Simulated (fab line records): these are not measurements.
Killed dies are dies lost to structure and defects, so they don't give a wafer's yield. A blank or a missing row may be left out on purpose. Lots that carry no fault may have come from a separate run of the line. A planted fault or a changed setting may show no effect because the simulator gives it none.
2 desks, one fault || flow gf180mcu || each desk holds nothing but its own numbers, with what lay behind them at the end

== THE TOOL OWNER'S DESK: implanter-02 ==
The tool's own readings at GF_HV_LDD_IMPLANT_33, given as means over the sampled wafers that have a number, one for each lot that went through this tool. Marked OUT: a lot whose mean sits more than 4 standard deviations from the usual mean, which makes it out of limits; the brackets give that distance.
Columns: A = tilt-deg at GF_HV_LDD_IMPLANT_33, usual 30.002 degrees
{"lot": "L820", "first seen here": "day 12 00:47", "A": 30.005}
{"lot": "L825", "first seen here": "day 13 22:37", "A": 29.983}
Result from this desk: across the 2 lots, nothing is out of limits.

== THE METROLOGY DESK ==
Means of the sampled wafers that have a number, per lot and without regard to the tool the lot ran on: this is what the gauges read. Marked OUT: a lot whose mean sits more than 4 standard deviations from the usual mean, which makes it out of limits; the brackets give that distance. Shown here are 7 of its 10 readings, the ones lying furthest out on some lot.
Columns: A = cd-nm at GF_HV_LDD_CD_MEAS_31, usual 397.8 nm; B = HV_LDD_02_OVL at GF_HV_LDD_OVL_MEAS_32, usual -0.3 nm; C = HV_LDD_3_TW at GF_HV_LDD_TW_MEAS_38, usual 1427; D = HV_LDD_4_TW at GF_HV_LDD_TW_MEAS_50, usual 569; E = HV_LDD_RS at GF_HV_LDD_RS_MEAS_53, usual 418.4 ohm/sq; F = HV_LDD_CVD_54_THK at GF_HV_LDD_THK_MEAS_55, usual 9.91 nm; G = HV_LDD_CVD_56_THK at GF_HV_LDD_THK_MEAS_57, usual 89.8 nm
{"lot": "L820", "first seen here": "day 11 06:04", "A": 398.0, "B": 2.2, "C": 1409, "D": 560, "E": 418.4, "F": 9.69, "G": 90.4}
{"lot": "L825", "first seen here": "day 13 02:07", "A": 400.2, "B": -1.2, "C": 1425, "D": 566, "E": 418.7, "F": 9.93, "G": 89.5}
{"lot": "L833", "first seen here": "day 16 02:07", "A": 397.9, "B": 0.1, "C": 1423, "D": 571, "E": 419.3, "F": 9.80, "G": 89.7}
{"lot": "L835", "first seen here": "day 16 05:22", "A": 398.5, "B": 1.6, "C": 1441, "D": 574, "E": 416.9, "F": 9.85, "G": 91.2}
{"lot": "L836", "first seen here": "day 16 17:32", "A": 393.7, "B": -2.8, "C": 1451, "D": 574, "E": 418.1, "F": 9.91, "G": 89.4}
Result from this desk: across the 5 lots, nothing is out of limits.

== TAKEN TOGETHER ==
The tool owner's desk saw nothing out of limits.
Metrology desk: nothing out of limits seen.

== WHAT HAD BEEN PUT IN BY THE SIMULATOR ==
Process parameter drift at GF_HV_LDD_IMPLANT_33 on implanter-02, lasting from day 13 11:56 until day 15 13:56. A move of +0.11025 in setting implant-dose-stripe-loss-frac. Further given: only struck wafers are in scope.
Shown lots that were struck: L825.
